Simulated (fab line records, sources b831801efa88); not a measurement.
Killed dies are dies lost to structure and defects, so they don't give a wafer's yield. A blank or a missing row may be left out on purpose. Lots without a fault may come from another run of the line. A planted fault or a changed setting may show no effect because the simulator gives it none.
Which tool did it? | flow gf180mcu | 12 lots, 36 wafers sampled, at 6 steps of a route of 602

WHAT THE GAUGES READ, wafer by wafer
GF_VT_IMPLANT_TW_MEAS_21.
lot  | measured     | on            | VT_IMPLANT_2_TW
L896 | day 6 05:00  | film_metro-04 | 1205 1202 1192
L897 | day 6 15:00  | film_metro-01 | 1206 1213 1211
L899 | day 6 23:54  | film_metro-03 | 1235 1226 1222
L906 | day 8 19:18  | film_metro-03 | 1233 1233 1227
L907 | day 9 00:20  | film_metro-01 | 1206 1208 1206
L912 | day 10 09:40 | film_metro-01 | 1207 1224 1218
L913 | day 10 15:34 | film_metro-04 | 1199 1214 1214
L914 | day 10 21:08 | film_metro-03 | 1220 1227 1226
L915 | day 11 03:41 | film_metro-04 | 1200 1201 1201
L916 | day 11 09:15 | film_metro-03 | 1220 1226 1218
L917 | day 11 14:44 | film_metro-01 | 1210 1210 1206
L919 | day 12 11:30 | film_metro-03 | 1218 1220 1223

GF_VT_IMPLANT_TW_MEAS_43.
lot  | measured     | on            | VT_IMPLANT_4_TW
L896 | day 7 10:39  | film_metro-01 | 687 684 684
L897 | day 7 20:56  | film_metro-01 | 686 681 683
L899 | day 8 06:41  | film_metro-01 | 686 685 685
L906 | day 10 05:08 | film_metro-04 | 684 686 687
L907 | day 10 11:26 | film_metro-01 | 686 687 687
L912 | day 11 21:55 | film_metro-01 | 682 683 679
L913 | day 12 03:07 | film_metro-03 | 694 694 693
L914 | day 12 10:12 | film_metro-01 | 686 686 682
L915 | day 12 16:54 | film_metro-03 | 691 689 693
L916 | day 12 21:24 | film_metro-03 | 690 692 691
L917 | day 13 05:02 | film_metro-04 | 682 682 685
L919 | day 14 04:24 | film_metro-04 | 681 679 684

GF_POLY_GATE_THK_MEAS_01.
lot  | measured     | on            | POLY_GATE_CVD_00_THK (nm)
L896 | day 8 14:20  | film_metro-01 | 198.0 198.5 197.3
L897 | day 8 18:32  | film_metro-01 | 196.5 196.8 198.4
L899 | day 9 05:21  | film_metro-03 | 199.7 199.6 199.0
L906 | day 11 05:55 | film_metro-03 | 165.8 166.3 168.1 165.8 166.1 168.0
L907 | day 11 14:54 | film_metro-03 | 164.9 164.9 163.8 164.8 164.9 163.6
L912 | day 13 02:25 | film_metro-03 | 202.8 201.0 201.3
L913 | day 13 06:11 | film_metro-03 | 200.1 202.5 202.8
L914 | day 13 11:56 | film_metro-03 | 202.3 200.3 202.1
L915 | day 13 17:52 | film_metro-02 | 199.6 199.0 198.3
L916 | day 13 22:53 | film_metro-03 | 200.5 200.3 201.1
L917 | day 14 07:25 | film_metro-02 | 201.9 203.2 202.7
L919 | day 15 06:49 | film_metro-02 | 201.0 199.1 202.4

GF_SALICIDE_RS_MEAS_04: measures by four-point-probe.
lot  | measured     | on            | SALICIDE_TIN_RS (ohm/sq)
L896 | day 15 03:23 | film_metro-02 | 16.83 16.91 17.01
L897 | day 15 07:34 | film_metro-03 | 16.21 16.18 16.19
L899 | day 16 00:36 | film_metro-02 | 16.35 16.55 16.38
L906 | day 18 15:19 | film_metro-01 | 16.67 16.46 16.84
L907 | day 19 00:16 | film_metro-03 | 16.32 16.58 16.49
L912 | day 20 20:32 | film_metro-01 | 16.30 16.39 16.29
L913 | day 20 23:58 | film_metro-03 | 15.98 16.32 16.05
L914 | day 21 09:22 | film_metro-03 | 16.28 16.25 16.13
L915 | day 21 14:44 | film_metro-03 | 16.77 16.78 16.68
L916 | day 21 21:02 | film_metro-02 | 16.81 16.86 16.74
L917 | day 22 06:20 | film_metro-02 | 16.24 16.42 16.68
L919 | day 23 09:05 | film_metro-02 | 16.36 16.23 16.41

WHICH TOOL RAN EACH LOT (tool, then ch and the chambers of the sampled wafers, then the start)
lot  | GF_POLY_GATE_CVD_00         | GF_POLY_GATE_ETCH_13
L896 | lpcvd-02 ch 0, day 8 12:59  | rie_si-02 ch 0,1,3, day 9 07:01
L897 | lpcvd-02 ch 0, day 8 17:13  | rie_si-02 ch 2,3, day 9 11:16
L899 | lpcvd-02 ch 0, day 9 04:01  | rie_si-02 ch 0,3, day 9 22:37
L906 | lpcvd-02 ch 1, day 11 04:34 | rie_si-01 ch 0,1,3, day 12 00:28
L907 | lpcvd-02 ch 1, day 11 13:34 | rie_si-01 ch 0,2, day 12 09:10
L912 | lpcvd-01 ch 1, day 13 01:04 | rie_si-02 ch 0,3, day 13 23:10
L913 | lpcvd-01 ch 0, day 13 04:50 | rie_si-02 ch 0,2,3, day 14 02:31
L914 | lpcvd-01 ch 0, day 13 10:37 | rie_si-02 ch 1,3, day 14 09:13
L915 | lpcvd-01 ch 0, day 13 16:31 | rie_si-02 ch 1,2, day 14 14:49
L916 | lpcvd-01 ch 0, day 13 21:32 | rie_si-02 ch 2,3, day 14 19:58
L917 | lpcvd-01 ch 0, day 14 06:04 | rie_si-01 ch 0,1,3, day 15 05:10
L919 | lpcvd-01 ch 1, day 15 05:29 | rie_si-01 ch 0,2, day 16 04:04
- GF_POLY_GATE_CVD_00: deposits poly-Si, target thk 200 nm, time 1200 s.
- GF_POLY_GATE_ETCH_13: etches poly-Si in HBr/Cl2, stops on SiO2, target depth 198.5 nm, time 72.55 s.

WHAT THE TOOLS THEMSELVES READ (means of the sampled wafers that have a number; where no wafer has one, the mark that the record gives instead)
GF_POLY_GATE_CVD_00.
lot  | tool     | zone_power_lower_pct (%)
L896 | lpcvd-02 | 8.8
L897 | lpcvd-02 | 8.7
L899 | lpcvd-02 | 8.7
L906 | lpcvd-02 | 10.2
L907 | lpcvd-02 | 10.3
L912 | lpcvd-01 | 9.2
L913 | lpcvd-01 | 7.5
L914 | lpcvd-01 | 7.4
L915 | lpcvd-01 | 7.5
L916 | lpcvd-01 | 7.4
L917 | lpcvd-01 | 7.4
L919 | lpcvd-01 | 9.1

GF_POLY_GATE_ETCH_13.
lot  | tool      | drypump_motor_current_A (A) | mfc_cl2_sccm (sccm) | oes_product_au (a.u.) | throttle_valve_pct (%)
L896 | rie_si-02 | 6.0                         | 49.93               | 0.976                 | 33.685
L897 | rie_si-02 | 6.2                         | 49.99               | 0.976                 | 33.681
L899 | rie_si-02 | 6.1                         | 50.08               | 0.981                 | 33.685
L906 | rie_si-01 | 5.5                         | 49.97               | 0.870                 | 33.696
L907 | rie_si-01 | 5.7                         | 49.92               | 0.866                 | 33.684
L912 | rie_si-02 | 6.0                         | 49.84               | 0.990                 | 33.681
L913 | rie_si-02 | 6.1                         | 50.08               | 0.993                 | 33.683
L914 | rie_si-02 | 6.1                         | 50.05               | 0.985                 | 33.673
L915 | rie_si-02 | 6.1                         | 49.93               | 0.984                 | 33.683
L916 | rie_si-02 | 6.2                         | 50.07               | 0.990                 | 33.687
L917 | rie_si-01 | 5.5                         | 50.10               | 0.983                 | 33.690
L919 | rie_si-01 | 5.5                         | 49.91               | 0.986                 | 33.699

THE ANSWER, worked out from the rows above alone
Rule: what is usual is taken from the lots themselves. Put in order of their means at a reading, lots are off if they are a third of the lots or fewer, leave a main group of 4 or more, and stand apart from it by a gap of 3 or more times the standard deviation of the main group's means; of several such gaps the widest counts. A main group whose means are all the same, to the digits that the tables above print for the reading, isn't used. A lot without any number at a reading at which 4 lots or more have one is off too. The other lots that the step has rows for count as sound. The gauges are gone through in route order, then the tools' own readings, and for those a lot's mean is taken as printed above. The first step at which some lot is off is used, and at that step the reading that is off furthest; a lot without a number counts as furthest.
Off: L906, L907, at GF_POLY_GATE_THK_MEAS_01 (POLY_GATE_CVD_00_THK). The main group: mean 200.3 nm, standard deviation 1.7.
A tool fits if, at a process step before that reading, it ran every lot that is off, and no sound lot after the first of them. The gauges at GF_POLY_GATE_THK_MEAS_01 aren't tried: what is off there is off at GF_POLY_GATE_ETCH_13 too, on other tools, and a gauge's error can't cause that. One fits: lpcvd-02 at GF_POLY_GATE_CVD_00. Its last sound lot is L899 (day 9 04:01), its first lot that is off L906 (day 11 04:34): a fault that began between those two fits.

WHAT THE SIMULATOR HAD PUT IN
Site profile drift: lpcvd-02, from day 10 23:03 on, at GF_POLY_GATE_CVD_00. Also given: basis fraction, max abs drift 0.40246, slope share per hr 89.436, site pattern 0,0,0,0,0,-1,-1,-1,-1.
Lots struck among those shown: L906, L907. The rule above found the same.
